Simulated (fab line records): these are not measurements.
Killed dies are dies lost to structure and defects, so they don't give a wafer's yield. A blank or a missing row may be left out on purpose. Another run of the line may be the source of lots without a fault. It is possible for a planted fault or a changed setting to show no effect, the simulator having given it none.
fab line records	flow sky130
[record] lots = 6	wafers = 18	last-day = 50
route steps=708 shown SONOS_TUNNEL@165 SONOS_ONO@168 PAD_OPEN@708
lots that met no fault: from a run of the same line without faults
start-h: the number of hours between the record's first day and the start of the first shown wafer of the lot	wait-h: hours from the lot's prior step to this one	" as in the row above	L1.1+2: a row that stands for several wafers	- no value present, or no start provided	* or withheld: withheld	< > ~ a bound
route shown NAME@n: a module of which the file shows steps, and the number in the route of the first	usual: average and standard deviation across the fault-free wafers	same: alike in all rows	chamber/n: place in a boat	sites: readings site by site	_std_site: standard deviation across them	_edge_site: outer sites' mean less inner sites'	radius-mm: for every site, how far away it sits from the centre of the wafer	mask NAME#n: copy n	behind: tool/chamber where the wafer was last shaped	hold: reason for holding the lot/hours on hold/outcome of the hold	device: which transistor (n, p or np) failed to switch	end of line: the route-end tests of the same wafers	for a step that has no rows: nothing shown but its recipe	killed: dies that structure and defects cost at the first sort, which is not the same as the wafer's yield	map: shows each die of a wafer: x if killed, . if not, _ if none is there
set.NAME: the run value of the setting; set.NAME@STEP: its run value at that earlier step	model.NAME: the simulator's own value behind a step, which no gauge read
a table for each step, a row for each wafer; lots at some steps of the route
services: when a tool's chamber went out of use (start-h, in hours from the record's first day, below 0 if earlier), for how many hours, and the reason
[[steps]]
[step SKY_SONOS_TUNNEL_STRIP_11]
[recipe] chemistry = SPM	time-s = 600	temp-c = 130
[step SKY_SONOS_TUNNEL_TW_MEAS_12]
[usual] SONOS_TUNNEL_TW = 198.4/0.96
lot.wafer	tool	chamber	start-h	wait-h	SONOS_TUNNEL_TW
L186.4	film-metro-02	-	254.12	0.0	198.5
L186.5	"	-	"	"	199.4
L186.6	"	-	"	"	198.0
L187.1	film-metro-03	-	260.73	0.0	198.1
L187.4	"	-	"	"	198.9
L187.5	"	-	"	"	197.3
L199.1	film-metro-02	-	355.95	0.0	198.0
L199.3	"	-	"	"	199.2
L199.6	"	-	"	"	198.8
L201.3	film-metro-02	-	369.96	0.0	197.0
L201.4	"	-	"	"	198.3
L201.5	"	-	"	"	197.9
L205.1	film-metro-02	-	408.46	0.0	198.6
L205.2	"	-	"	"	197.8
L205.6	"	-	"	"	198.1
L208.2	film-metro-03	-	441.78	0.0	198.2
L208.3	"	-	"	"	197.6
L208.4	"	-	"	"	199.0
[step SKY_SONOS_TUNNEL_CLEAN_13]
[recipe] chemistry = dHF	time-s = 20	dilution = 100:1	dry = ipa-marangoni
[step SKY_SONOS_ONO_OXIDATION_00]
[recipe] temp-c = 800	ambient = O2	idle-temp-c = 700	ramp-up-c-per-min = 10	ramp-down-c-per-min = 3	stabilise-s = 600	purge-s = 300	target-thk-a = 26	ox-time-s = 1249
[step SKY_SONOS_ONO_THK_MEAS_01]
[recipe] reads = SiO2_of_SONOS_ONO_OXIDATION_00
[usual] SONOS_ONO_OXIDATION_THK = 2.60/0.05
lot.wafer	tool	chamber	start-h	wait-h	SONOS_ONO_OXIDATION_THK[nm]
L186.4	film-metro-03	-	256.48	0.0	2.61
L186.5	"	-	"	"	2.60
L186.6	"	-	"	"	2.61
L187.1	film-metro-01	-	264.38	0.0	2.54
L187.4	"	-	"	"	2.58
L187.5	"	-	"	"	2.61
L199.1	film-metro-01	-	360.00	0.0	2.63
L199.3	"	-	"	"	2.61
L199.6	"	-	"	"	2.64
L201.3	film-metro-01	-	371.38	0.0	2.64
L201.4	"	-	"	"	2.61
L201.5	"	-	"	"	2.58
L205.1	film-metro-03	-	409.88	0.0	2.59
L205.2	"	-	"	"	2.58
L205.6	"	-	"	"	2.65
L208.2	film-metro-03	-	443.20	0.0	2.64
L208.3	"	-	"	"	2.60
L208.4	"	-	"	"	2.59
[step SKY_SONOS_ONO_CVD_02]
[recipe] material = Si3N4	precursor = DCS/NH3	target-thk-nm = 10.5	temp-c = 770	time-s = 180	pressure-mtorr = 250
[step SKY_SONOS_ONO_THK_MEAS_03]
[recipe] reads = Si3N4_of_SONOS_ONO_CVD_02
[usual] SONOS_ONO_CVD_02_THK = 10.54/0.12
lot.wafer	tool	chamber	start-h	wait-h	SONOS_ONO_CVD_02_THK[nm]
L186.4	film-metro-03	-	257.59	0.0	10.86
L186.5	"	-	"	"	10.60
L186.6	"	-	"	"	10.73
L187.1	film-metro-04	-	266.41	0.0	10.66
L187.4	"	-	"	"	10.53
L187.5	"	-	"	"	10.49
L199.1	film-metro-01	-	361.28	0.0	10.47
L199.3	"	-	"	"	10.48
L199.6	"	-	"	"	10.50
L201.3	film-metro-03	-	372.49	0.0	10.53
L201.4	"	-	"	"	10.56
L201.5	"	-	"	"	10.55
L205.1	film-metro-01	-	411.47	0.0	10.53
L205.2	"	-	"	"	10.49
L205.6	"	-	"	"	10.52
L208.2	film-metro-01	-	447.33	0.0	10.60
L208.3	"	-	"	"	10.54
L208.4	"	-	"	"	10.68
[step SKY_SONOS_ONO_CVD_04]
[recipe] material = SiO2	precursor = SiH4/N2O	target-thk-nm = 5.7199	temp-c = 900	pressure-mtorr = 400
[step SKY_SONOS_ONO_THK_MEAS_05]
[recipe] reads = SiO2_of_SONOS_ONO_CVD_04
[usual] SONOS_ONO_CVD_04_THK = 5.70/0.11
lot.wafer	tool	chamber	start-h	wait-h	SONOS_ONO_CVD_04_THK[nm]
L186.4	film-metro-01	-	258.90	0.0	5.56
L186.5	"	-	"	"	5.62
L186.6	"	-	"	"	5.59
L187.1	film-metro-04	-	267.72	0.0	5.60
L187.4	"	-	"	"	5.61
L187.5	"	-	"	"	5.63
L199.1	film-metro-01	-	363.21	0.0	5.77
L199.3	"	-	"	"	5.69
L199.6	"	-	"	"	5.71
L201.3	film-metro-04	-	373.80	0.0	5.73
L201.4	"	-	"	"	5.76
L201.5	"	-	"	"	5.68
L205.1	film-metro-01	-	412.78	0.0	5.83
L205.2	"	-	"	"	5.73
L205.6	"	-	"	"	5.80
L208.2	film-metro-04	-	448.64	0.0	5.84
L208.3	"	-	"	"	5.89
L208.4	"	-	"	"	5.85
[step SKY_SONOS_ONO_DEHYDRATE_06]
[recipe] temp-c = 200	time-s = 60
[step SKY_SONOS_ONO_HMDS_07]
[recipe] prime-time-s = 60	prime-temp-c = 120
[step SKY_SONOS_ONO_COAT_08]
[recipe] resist = NOVOLAK	spin-rpm = 3000	resist-thk-nm = 1140
[step SKY_SONOS_ONO_SOFTBAKE_09]
[recipe] temp-c = 90	time-s = 60	resist = NOVOLAK
[usual] heater-power-total-W = 56.60/0.047	plate-temp-C = 89.98/0.13
lot.wafer	tool	chamber	start-h	wait-h	heater-power-total-W	plate-temp-C	model.NOVOLAK_of_SONOS_ONO_COAT_08.thk-nm
L186.4	litho-track-02	0	270.83	0.1	56.64	89.79	1138
L186.5	"	0	"	"	56.53	89.85	1135
L186.6	"	0	"	"	56.56	89.85	1138
L187.1	litho-track-03	0	279.28	0.1	56.54	90.12	1137
L187.4	"	0	"	"	56.57	90.16	1139
L187.5	"	0	"	"	56.64	89.97	1139
L199.1	litho-track-02	0	377.26	0.1	60.69	94.59	1128
L199.3	"	0	"	"	60.56	94.46	1123
L199.6	"	0	"	"	60.61	94.55	1124
L201.3	litho-track-02	0	387.21	0.1	60.68	94.63	1123
L201.4	"	0	"	"	60.69	94.52	1123
L201.5	"	0	"	"	60.56	94.67	1126
L205.1	litho-track-03	0	427.43	0.1	56.62	89.96	1140
L205.2	"	0	"	"	56.68	90.06	1143
L205.6	"	0	"	"	56.57	90.11	1140
L208.2	litho-track-03	0	463.06	0.1	56.57	89.92	1140
L208.3	"	0	"	"	56.63	89.76	1136
L208.4	"	0	"	"	56.66	89.99	1137
[step SKY_SONOS_ONO_EXPOSE_10]
[recipe] mask-id = ONOM	target-cd-nm = 410	na = 0.6	source-shape = conventional	sigma-outer = 0.6	dose-mj = 150
[step SKY_SONOS_ONO_PEB_11]
[recipe] temp-c = withheld	time-s = *	resist = NOVOLAK
[step SKY_SONOS_ONO_DEVELOP_12]
[recipe] develop-time-s = 60	dev-temp-c = 23
[step SKY_SONOS_ONO_CD_MEAS_13]
[recipe] target-cd-nm = 410
[usual] cd-nm = 409.6/2.4
lot.wafer	tool	chamber	start-h	wait-h	cd-nm
L186.4	cd-sem-01	-	283.73	0.1	412.4
L186.5	"	-	"	"	413.6
L186.6	"	-	"	"	411.7
L187.1	cd-sem-01	-	291.41	0.1	410.7
L187.4	"	-	"	"	414.0
L187.5	"	-	"	"	412.1
L199.1	cd-sem-02	-	391.73	0.1	405.4
L199.3	"	-	"	"	405.1
L199.6	"	-	"	"	406.1
L201.3	cd-sem-02	-	401.65	0.1	410.7
L201.4	"	-	"	"	409.6
L201.5	"	-	"	"	408.5
L205.1	cd-sem-02	-	443.18	0.1	408.4
L205.2	"	-	"	"	409.7
L205.6	"	-	"	"	410.6
L208.2	cd-sem-01	-	479.20	0.1	409.5
L208.3	"	-	"	"	408.3
L208.4	"	-	"	"	406.1
[step SKY_SONOS_ONO_OVL_MEAS_14]
[usual] SONOS_ONO_OVL = 0.1/1.2
lot.wafer	tool	chamber	start-h	wait-h	SONOS_ONO_OVL[nm]
L186.4	overlay-01	-	283.80	0.1	-1.0
L186.5	"	-	"	"	-1.2
L186.6	"	-	"	"	-0.9
L187.1	overlay-01	-	291.53	0.1	1.2
L187.4	"	-	"	"	0.6
L187.5	"	-	"	"	-0.9
L199.1	overlay-02	-	391.85	0.1	-0.8
L199.3	"	-	"	"	-2.3
L199.6	"	-	"	"	-0.9
L201.3	overlay-02	-	401.75	0.1	0.3
L201.4	"	-	"	"	0.9
L201.5	"	-	"	"	-0.3
L205.1	overlay-02	-	443.30	0.1	-1.4
L205.2	"	-	"	"	0.5
L205.6	"	-	"	"	1.3
L208.2	overlay-02	-	479.31	0.1	0.5
L208.3	"	-	"	"	-0.4
L208.4	"	-	"	"	-0.1
[step SKY_SONOS_ONO_ETCH_15]
[recipe] target-depth-nm = 19.52	chemistry = CHF3/O2	source-w = 600	bias-w = 200	pressure-mtorr = 40	chf3-flow-sccm = 50	O2_flow_sccm = 5	time-s = 7.8
[usual] drypump-motor-current-A = 5.6/0.5	oes-product-au = 0.996/0.012	throttle-valve-pct = 8.824/0.0099
lot.wafer	tool	chamber	start-h	wait-h	drypump-motor-current-A	oes-product-au	rf-hours-counter-h	throttle-valve-pct	model.NOVOLAK_of_SONOS_ONO_COAT_08.thk-nm
L186.4	rie-diel-02	2	283.83	0.0	5.6	1.026	-	8.831	1121
L186.5	"	1	"	"	5.3	1.009	-	8.854	1118
L186.6	"	3	"	"	5.0	1.013	-	8.819	1121
L187.1	rie-diel-02	2	291.57	0.0	5.6	1.035	124	8.833	1119
L187.4	"	2	"	"	5.6	1.036	-	8.845	1122
L187.5	"	3	"	"	5.0	1.009	-	8.837	1122
L199.1	rie-diel-04	3	391.89	0.0	5.6	1.007	10	8.835	1111
L199.3	"	2	"	"	4.8	0.988	81	8.813	1107
L199.6	"	3	"	"	5.6	1.010	-	8.836	1107
L201.3	rie-diel-03	0	401.77	0.0	5.8	0.975	4	8.823	1106
L201.4	"	0	"	"	5.8	0.988	-	8.821	1107
L201.5	"	3	"	"	6.5	0.994	-	8.817	1110
L205.1	rie-diel-03	3	443.34	0.0	6.6	0.993	12	8.837	1124
L205.2	"	1	"	"	6.2	0.998	3	8.830	1126
L205.6	"	3	"	"	6.5	1.010	-	8.827	1124
L208.2	rie-diel-04	0	479.34	0.0	4.9	1.000	12	8.828	1123
L208.3	"	3	"	"	5.6	1.010	11	8.821	1119
L208.4	"	2	"	"	4.9	0.995	82	8.833	1120
[step SKY_SONOS_ONO_WET_ETCH_16]
[recipe] chemistry = dHF	target-depth-nm = 14	dry = n2-spin	target = SiO2	dilution = 100:1	temp-c = 25	time-s = 280
[step SKY_SONOS_ONO_STRIP_17]
[recipe] chemistry = O2/N2	power-w = 1400	pressure-mtorr = 1500	platen-temp-c = withheld	o2-flow-sccm = 3000	n2-flow-sccm = 300	overash-fraction = 0.5
[usual] drypump-motor-current-A = 5.8/0.45	oes-product-au = 0.710/0.0045	strip-time-to-endpoint-s = 14.08/0.037
lot.wafer	tool	chamber	start-h	wait-h	drypump-motor-current-A	oes-product-au	rf-hours-counter-h	strip-time-to-endpoint-s
L186.4	plasma-asher-04	1	283.96	0.0	6.6	0.711	-	14.05
L186.5	"	1	"	"	6.6	0.705	-	14.02
L186.6	"	0	"	"	5.3	0.711	-	14.07
L187.1	plasma-asher-02	1	291.68	0.0	5.6	0.713	60	14.03
L187.4	"	1	"	"	5.6	0.716	-	14.07
L187.5	"	0	"	"	5.9	0.714	-	14.07
L199.1	plasma-asher-01	1	392.00	0.0	6.3	0.710	72	13.95
L199.3	"	0	"	"	5.3	0.721	-	13.89
L199.6	"	0	"	"	5.3	0.705	-	13.91
L201.3	plasma-asher-02	0	401.91	0.0	5.9	0.703	-	13.91
L201.4	"	1	"	"	5.6	0.713	-	13.91
L201.5	"	0	"	"	5.9	0.713	-	13.93
L205.1	plasma-asher-04	0	443.45	0.0	5.3	0.713	32	14.09
L205.2	"	1	"	"	6.6	0.714	32	14.12
L205.6	"	1	"	"	6.6	0.695	-	14.11
L208.2	plasma-asher-01	0	479.45	0.0	5.3	0.713	1	14.09
L208.3	"	1	"	"	6.3	0.710	-	14.05
L208.4	"	0	"	"	5.3	0.711	-	14.05
[step SKY_SONOS_ONO_WET_ETCH_18]
[recipe] chemistry = H3PO4	target-depth-nm = 15	target = Si3N4	temp-c = 160	time-s = 172
[step SKY_PAD_OPEN_PROBE_99]
[usual] killed_at_M0_to_M3 = 42/6.4	killed_at_M4_up = 3.2/1.9	killed-at-contacts = 24/4.8	killed-at-front-end = 16/4.4	killed-at-other = 0.3/0.55	killed-dies = 86/8.6	killed-open = 46/6.6	killed-short = 39/5.7
[same] gross-dies = 492	killed-at-back-side = 0
lot.wafer	tool	chamber	start-h	wait-h	killed_at_M0_to_M3	killed_at_M4_up	killed-at-contacts	killed-at-front-end	killed-at-other	killed-dies	killed-open	killed-short
L201.3	prober-02	-	1163.18	0.2	46	0	32	13	1	92	46	46
L201.4	prober-02	-	1163.23	0.2	28	6	34	11	1	80	46	34
L201.5	prober-02	-	1163.28	0.2	39	4	30	7	1	81	43	38
L205.1	prober-01	-	1182.70	0.1	52	3	30	6	0	91	53	38
L205.2	prober-01	-	1182.75	0.1	36	5	28	16	1	86	44	42
L205.6	prober-01	-	1182.95	0.2	39	4	24	13	0	80	45	35
// killed by level:class
L201.3 LI_CONTACT:geometric-particle:open=10 CONTACT:geometric-particle:open=10 VIA1:geometric-particle:open=9 VIA1:geometric-particle:short=8 VIA3:geometric-particle:open=7 METAL1:geometric-particle:short=6 LOCAL_INTERCONNECT:geometric-particle:short=5 CONTACT:geometric-particle:short=5
L201.4 CONTACT:geometric-particle:open=16 LI_CONTACT:geometric-particle:open=10 VIA1:geometric-particle:open=7 METAL1:geometric-particle:short=5 METAL4:geometric-particle:short=5 LI_CONTACT:geometric-particle:short=4 FIELD_ISO:geometric-particle:short=3 POLY_GATE:geometric-particle:open=3
L201.5 LI_CONTACT:geometric-particle:open=9 CONTACT:geometric-particle:open=8 VIA1:geometric-particle:open=8 VIA3:geometric-particle:open=7 LOCAL_INTERCONNECT:geometric-particle:short=7 CONTACT:geometric-particle:short=5 FIELD_ISO:geometric-particle:short=4 VIA2:geometric-particle:short=4
L205.1 VIA1:geometric-particle:open=16 CONTACT:geometric-particle:open=12 CONTACT:geometric-particle:short=9 VIA2:geometric-particle:open=6 VIA3:geometric-particle:open=5 LI_CONTACT:geometric-particle:open=5 METAL2:geometric-particle:short=4 VIA1:geometric-particle:short=4
L205.2 VIA1:geometric-particle:open=11 LI_CONTACT:geometric-particle:open=7 CONTACT:geometric-particle:short=7 LOCAL_INTERCONNECT:geometric-particle:short=6 CONTACT:geometric-particle:open=6 FIELD_ISO:geometric-particle:open=5 VIA1:geometric-particle:short=5 VIA3:geometric-particle:open=5
L205.6 VIA1:geometric-particle:open=12 LOCAL_INTERCONNECT:geometric-particle:short=6 LI_CONTACT:geometric-particle:short=5 VIA3:geometric-particle:open=5 VIA2:geometric-particle:open=5 FIELD_ISO:geometric-particle:open=4 POLY_GATE:geometric-particle:open=4 CONTACT:geometric-particle:short=4
[[services]]
tool	chamber	start-h	hours	kind
plasma-asher-02	-	268.72	4.8	repair
rie-diel-04	1	275.66	-	clean
rie-diel-04	1	275.66	24.3	scheduled-down
rie-diel-04	1	275.66	24.3	vent-cycle
rie-diel-02	0	281.57	12.0	repair
rie-diel-03	2	291.76	2.8	repair
plasma-asher-04	-	304.82	4.3	pm
rie-diel-02	1	331.12	4.4	repair
litho-track-03	-	338.74	-	consumable-replace:filter
rie-diel-03	-	359.18	0.7	repair
rie-diel-03	2	371.83	4.8	repair
rie-diel-04	-	372.53	2.8	pm
rie-diel-03	1	382.21	35.8	repair
rie-diel-02	1	384.63	5.1	repair
rie-diel-04	0	386.01	11.7	repair
plasma-asher-01	-	421.25	9.0	pm
plasma-asher-01	-	430.25	28.1	pm
rie-diel-04	-	430.99	0.2	repair
rie-diel-04	2	435.99	21.6	repair
plasma-asher-01	-	453.58	1.9	repair
rie-diel-03	-	454.64	0.5	repair
rie-diel-02	1	456.59	7.7	repair
rie-diel-02	2	457.27	1.7	repair
plasma-asher-04	-	479.01	18.1	repair
[[key]]
[first-sign] step = SKY_SONOS_ONO_SOFTBAKE_09	reading = heater-power-total-W	direction = up	sigmas = 85	usual = *	struck = *
[effect] step = SKY_SONOS_ONO_SOFTBAKE_09	reading = plate-temp-C	direction = up	sigmas = 35	usual = *	struck = *
[effect] step = SKY_SONOS_ONO_STRIP_17	reading = strip-time-to-endpoint-s	direction = down	sigmas = 4.3	usual = *	struck = *
[model-effect] step = SKY_SONOS_ONO_SOFTBAKE_09	value = NOVOLAK_of_SONOS_ONO_COAT_08.thk-nm	without = 1138	struck = 1124
[model-effect] step = SKY_SONOS_ONO_ETCH_15	value = NOVOLAK_of_SONOS_ONO_COAT_08.thk-nm	without = 1122	struck = 1108
met-at SKY_SONOS_ONO_SOFTBAKE_09
struck-wafers L199.1,L199.3,L199.6,L201.3,L201.4,L201.5
tester-left-out L199,L201
onset-between 270.83 377.26
[fault] kind = process-parameter-drift	tool = litho-track-02	chamber = -	onset-h = 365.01	steps = SKY_SONOS_ONO_SOFTBAKE_09	channel = temp-c	offset = *	shape = step	end-h = 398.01	acts-in = *	stated = *
// tester-left-out: of these lots the tester's yield and bins aren't shown, on N5 and GAA mostly nor the transistor test; their killed dies are dies lost to structure and defects alone, not to doping, threshold or leakage, so they don't give the yield
